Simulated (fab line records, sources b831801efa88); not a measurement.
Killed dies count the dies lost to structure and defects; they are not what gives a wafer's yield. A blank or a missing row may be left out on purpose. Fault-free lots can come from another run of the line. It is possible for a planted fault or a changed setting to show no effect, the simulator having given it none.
The tool behind it: which one? || flow sky130 || 14 lots with 42 wafers sampled at 4 steps, on a route of 708 steps

== WHAT THE GAUGES READ, wafer by wafer ==
The record holds no reading of a measuring or inspecting step that can be judged against a usual standard deviation.

== TOOL THAT RAN EACH LOT (tool first, then ch and the chambers of the sampled wafers, then the start) ==
{"lot": "L871", "SKY_METAL4_DESCUM_15": "rie_metal-02 ch 0, day 43 00:33", "SKY_VIA4_DEVELOP_10": "litho_track-02 ch 0, day 44 01:09", "SKY_METAL5_SPUTTER_01": "pvd_sputter-04, day 44 03:16", "SKY_METAL5_SPUTTER_04": "pvd_sputter-04, day 44 03:22"}
{"lot": "L872", "SKY_METAL4_DESCUM_15": "rie_metal-01 ch 1, day 43 03:28", "SKY_VIA4_DEVELOP_10": "litho_track-01 ch 0, day 44 03:47", "SKY_METAL5_SPUTTER_01": "pvd_sputter-02, day 44 05:31", "SKY_METAL5_SPUTTER_04": "pvd_sputter-02, day 44 05:36"}
{"lot": "L874", "SKY_METAL4_DESCUM_15": "rie_metal-03 ch 0,1, day 43 13:42", "SKY_VIA4_DEVELOP_10": "litho_track-01 ch 0, day 44 13:59", "SKY_METAL5_SPUTTER_01": "pvd_sputter-02, day 44 16:31", "SKY_METAL5_SPUTTER_04": "pvd_sputter-02, day 44 16:37"}
{"lot": "L873", "SKY_METAL4_DESCUM_15": "rie_metal-03 ch 0,1, day 43 14:45", "SKY_VIA4_DEVELOP_10": "litho_track-01 ch 0, day 44 14:38", "SKY_METAL5_SPUTTER_01": "pvd_sputter-02, day 44 17:14", "SKY_METAL5_SPUTTER_04": "pvd_sputter-02, day 44 17:20"}
{"lot": "L875", "SKY_METAL4_DESCUM_15": "rie_metal-03 ch 0,1, day 44 04:28", "SKY_VIA4_DEVELOP_10": "litho_track-03 ch 0, day 45 03:56", "SKY_METAL5_SPUTTER_01": "pvd_sputter-01, day 45 05:32", "SKY_METAL5_SPUTTER_04": "pvd_sputter-01, day 45 05:38"}
{"lot": "L876", "SKY_METAL4_DESCUM_15": "rie_metal-02 ch 0,1, day 44 07:57", "SKY_VIA4_DEVELOP_10": "litho_track-03 ch 0, day 45 08:18", "SKY_METAL5_SPUTTER_01": "pvd_sputter-02, day 45 09:51", "SKY_METAL5_SPUTTER_04": "pvd_sputter-02, day 45 09:56"}
{"lot": "L881", "SKY_METAL4_DESCUM_15": "rie_metal-03 ch 0,1, day 45 07:42", "SKY_VIA4_DEVELOP_10": "litho_track-02, day 46 06:00", "SKY_METAL5_SPUTTER_01": "-", "SKY_METAL5_SPUTTER_04": "-"}
{"lot": "L882", "SKY_METAL4_DESCUM_15": "rie_metal-02 ch 0,1, day 45 18:24", "SKY_VIA4_DEVELOP_10": "litho_track-01, day 46 16:58", "SKY_METAL5_SPUTTER_01": "-", "SKY_METAL5_SPUTTER_04": "-"}
{"lot": "L885", "SKY_METAL4_DESCUM_15": "rie_metal-03 ch 0,1, day 46 20:22", "SKY_VIA4_DEVELOP_10": "litho_track-01 ch 0, day 47 18:05", "SKY_METAL5_SPUTTER_01": "pvd_sputter-01, day 47 19:43", "SKY_METAL5_SPUTTER_04": "pvd_sputter-01, day 47 19:48"}
{"lot": "L891", "SKY_METAL4_DESCUM_15": "rie_metal-01 ch 0,1, day 48 05:21", "SKY_VIA4_DEVELOP_10": "litho_track-01 ch 0, day 49 01:05", "SKY_METAL5_SPUTTER_01": "pvd_sputter-02, day 49 02:43", "SKY_METAL5_SPUTTER_04": "pvd_sputter-02, day 49 02:49"}
{"lot": "L890", "SKY_METAL4_DESCUM_15": "rie_metal-02 ch 0,1, day 48 07:39", "SKY_VIA4_DEVELOP_10": "litho_track-01 ch 0, day 49 03:43", "SKY_METAL5_SPUTTER_01": "pvd_sputter-01, day 49 05:25", "SKY_METAL5_SPUTTER_04": "pvd_sputter-01, day 49 05:32"}
{"lot": "L889", "SKY_METAL4_DESCUM_15": "rie_metal-03 ch 0,1, day 48 08:48", "SKY_VIA4_DEVELOP_10": "litho_track-01 ch 0, day 49 03:59", "SKY_METAL5_SPUTTER_01": "pvd_sputter-04, day 49 05:36", "SKY_METAL5_SPUTTER_04": "pvd_sputter-04, day 49 05:42"}
{"lot": "L892", "SKY_METAL4_DESCUM_15": "rie_metal-03 ch 0,1, day 48 12:20", "SKY_VIA4_DEVELOP_10": "litho_track-02 ch 0, day 49 08:13", "SKY_METAL5_SPUTTER_01": "pvd_sputter-01, day 49 09:44", "SKY_METAL5_SPUTTER_04": "pvd_sputter-01, day 49 09:50"}
{"lot": "L893", "SKY_METAL4_DESCUM_15": "rie_metal-01 ch 0,1, day 48 17:12", "SKY_VIA4_DEVELOP_10": "litho_track-03 ch 0, day 49 13:14", "SKY_METAL5_SPUTTER_01": "pvd_sputter-01, day 49 14:47", "SKY_METAL5_SPUTTER_04": "pvd_sputter-01, day 49 14:53"}
- SKY_METAL4_DESCUM_15: chemistry O2, time 8 s.
- SKY_VIA4_DEVELOP_10: develop time 60 s.
- SKY_METAL5_SPUTTER_01: material TiN, target thk 20 nm, time 16.7 s.
- SKY_METAL5_SPUTTER_04: material TiN, target thk 70 nm, time 58.3 s.

== AS READ BY THE TOOLS THEMSELVES (means over the sampled wafers that have a number; for cases with no such wafer, the mark the record gives instead) ==
SKY_METAL4_DESCUM_15. Usual: drypump_motor_current_A 5.5 A, standard deviation 0.44; oes_product_au 0.995 a.u., standard deviation 0.013.
{"lot": "L871", "tool": "rie_metal-02", "drypump_motor_current_A (A)": 6.2, "oes_product_au (a.u.)": 0.978, "flag": ""}
{"lot": "L872", "tool": "rie_metal-01", "drypump_motor_current_A (A)": 5.9, "oes_product_au (a.u.)": 0.998, "flag": ""}
{"lot": "L874", "tool": "rie_metal-03", "drypump_motor_current_A (A)": 5.2, "oes_product_au (a.u.)": 0.989, "flag": ""}
{"lot": "L873", "tool": "rie_metal-03", "drypump_motor_current_A (A)": 5.1, "oes_product_au (a.u.)": 0.997, "flag": ""}
{"lot": "L875", "tool": "rie_metal-03", "drypump_motor_current_A (A)": 5.2, "oes_product_au (a.u.)": 0.998, "flag": ""}
{"lot": "L876", "tool": "rie_metal-02", "drypump_motor_current_A (A)": 6.1, "oes_product_au (a.u.)": 0.989, "flag": ""}
{"lot": "L881", "tool": "rie_metal-03", "drypump_motor_current_A (A)": 5.2, "oes_product_au (a.u.)": 0.998, "flag": ""}
{"lot": "L882", "tool": "rie_metal-02", "drypump_motor_current_A (A)": 6.1, "oes_product_au (a.u.)": 0.984, "flag": ""}
{"lot": "L885", "tool": "rie_metal-03", "drypump_motor_current_A (A)": 5.1, "oes_product_au (a.u.)": 1.011, "flag": ""}
{"lot": "L891", "tool": "rie_metal-01", "drypump_motor_current_A (A)": 5.5, "oes_product_au (a.u.)": 0.978, "flag": ""}
{"lot": "L890", "tool": "rie_metal-02", "drypump_motor_current_A (A)": 5.9, "oes_product_au (a.u.)": 1.004, "flag": ""}
{"lot": "L889", "tool": "rie_metal-03", "drypump_motor_current_A (A)": 5.2, "oes_product_au (a.u.)": 0.997, "flag": ""}
{"lot": "L892", "tool": "rie_metal-03", "drypump_motor_current_A (A)": 5.2, "oes_product_au (a.u.)": 0.990, "flag": ""}
{"lot": "L893", "tool": "rie_metal-01", "drypump_motor_current_A (A)": 5.5, "oes_product_au (a.u.)": 0.985, "flag": ""}

SKY_VIA4_DEVELOP_10. Usual: chill_plate_temp_C reads 22.98 C (standard deviation 0.095).
{"lot": "L871", "tool": "litho_track-02", "chill_plate_temp_C (C)": 22.96, "flag": ""}
{"lot": "L872", "tool": "litho_track-01", "chill_plate_temp_C (C)": 23.03, "flag": ""}
{"lot": "L874", "tool": "litho_track-01", "chill_plate_temp_C (C)": 23.03, "flag": ""}
{"lot": "L873", "tool": "litho_track-01", "chill_plate_temp_C (C)": 22.93, "flag": ""}
{"lot": "L875", "tool": "litho_track-03", "chill_plate_temp_C (C)": 22.91, "flag": ""}
{"lot": "L876", "tool": "litho_track-03", "chill_plate_temp_C (C)": 23.07, "flag": ""}
{"lot": "L881", "tool": "litho_track-02", "chill_plate_temp_C (C)": "-", "flag": "OFF"}
{"lot": "L882", "tool": "litho_track-01", "chill_plate_temp_C (C)": "-", "flag": "OFF"}
{"lot": "L885", "tool": "litho_track-01", "chill_plate_temp_C (C)": 22.96, "flag": ""}
{"lot": "L891", "tool": "litho_track-01", "chill_plate_temp_C (C)": 22.96, "flag": ""}
{"lot": "L890", "tool": "litho_track-01", "chill_plate_temp_C (C)": 22.89, "flag": ""}
{"lot": "L889", "tool": "litho_track-01", "chill_plate_temp_C (C)": 22.90, "flag": ""}
{"lot": "L892", "tool": "litho_track-02", "chill_plate_temp_C (C)": 22.97, "flag": ""}
{"lot": "L893", "tool": "litho_track-03", "chill_plate_temp_C (C)": 23.04, "flag": ""}

SKY_METAL5_SPUTTER_01. Usual: throttle_valve_pct reads 29.6 % (standard deviation 0.77).
{"lot": "L871", "tool": "pvd_sputter-04", "throttle_valve_pct (%)": 29.9, "flag": ""}
{"lot": "L872", "tool": "pvd_sputter-02", "throttle_valve_pct (%)": 29.8, "flag": ""}
{"lot": "L874", "tool": "pvd_sputter-02", "throttle_valve_pct (%)": 29.4, "flag": ""}
{"lot": "L873", "tool": "pvd_sputter-02", "throttle_valve_pct (%)": 29.5, "flag": ""}
{"lot": "L875", "tool": "pvd_sputter-01", "throttle_valve_pct (%)": 29.7, "flag": ""}
{"lot": "L876", "tool": "pvd_sputter-02", "throttle_valve_pct (%)": 30.2, "flag": ""}
{"lot": "L885", "tool": "pvd_sputter-01", "throttle_valve_pct (%)": 30.9, "flag": ""}
{"lot": "L891", "tool": "pvd_sputter-02", "throttle_valve_pct (%)": 29.9, "flag": ""}
{"lot": "L890", "tool": "pvd_sputter-01", "throttle_valve_pct (%)": 29.2, "flag": ""}
{"lot": "L889", "tool": "pvd_sputter-04", "throttle_valve_pct (%)": 30.2, "flag": ""}
{"lot": "L892", "tool": "pvd_sputter-01", "throttle_valve_pct (%)": 29.2, "flag": ""}
{"lot": "L893", "tool": "pvd_sputter-01", "throttle_valve_pct (%)": 29.1, "flag": ""}

SKY_METAL5_SPUTTER_04. Usual: throttle_valve_pct reads 29.7 % (standard deviation 0.77).
{"lot": "L871", "tool": "pvd_sputter-04", "throttle_valve_pct (%)": 29.7, "flag": ""}
{"lot": "L872", "tool": "pvd_sputter-02", "throttle_valve_pct (%)": 29.8, "flag": ""}
{"lot": "L874", "tool": "pvd_sputter-02", "throttle_valve_pct (%)": 29.3, "flag": ""}
{"lot": "L873", "tool": "pvd_sputter-02", "throttle_valve_pct (%)": 29.6, "flag": ""}
{"lot": "L875", "tool": "pvd_sputter-01", "throttle_valve_pct (%)": 29.6, "flag": ""}
{"lot": "L876", "tool": "pvd_sputter-02", "throttle_valve_pct (%)": 30.0, "flag": ""}
{"lot": "L885", "tool": "pvd_sputter-01", "throttle_valve_pct (%)": 30.7, "flag": ""}
{"lot": "L891", "tool": "pvd_sputter-02", "throttle_valve_pct (%)": 29.9, "flag": ""}
{"lot": "L890", "tool": "pvd_sputter-01", "throttle_valve_pct (%)": 29.3, "flag": ""}
{"lot": "L889", "tool": "pvd_sputter-04", "throttle_valve_pct (%)": 30.4, "flag": ""}
{"lot": "L892", "tool": "pvd_sputter-01", "throttle_valve_pct (%)": 29.2, "flag": ""}
{"lot": "L893", "tool": "pvd_sputter-01", "throttle_valve_pct (%)": 29.0, "flag": ""}

== THE ANSWER, worked out from the rows above alone ==
Rule: take the mean of a lot's wafers that have a number; if it is more than 3 standard deviations from the usual mean, the lot is off. A lot without any number at a reading at which 4 lots or more have one is off too. Any other lot the step has rows for is counted as sound. Order of review: gauges by route order, followed by the tools' own readings, for which a lot's mean as printed above is used. At the first step where some lot is off, the reading lying furthest off is the one used; lots without a number count as furthest.
Off: L881, L882, at SKY_VIA4_DEVELOP_10 (chill_plate_temp_C). Without a number there: L881, L882.
If a tool, at that step or one of the process steps before it, ran each lot that is off and ran no sound lot following the first of them, it fits. Not one of the candidates tried fits.

== WHAT THE SIMULATOR HAD PUT IN ==
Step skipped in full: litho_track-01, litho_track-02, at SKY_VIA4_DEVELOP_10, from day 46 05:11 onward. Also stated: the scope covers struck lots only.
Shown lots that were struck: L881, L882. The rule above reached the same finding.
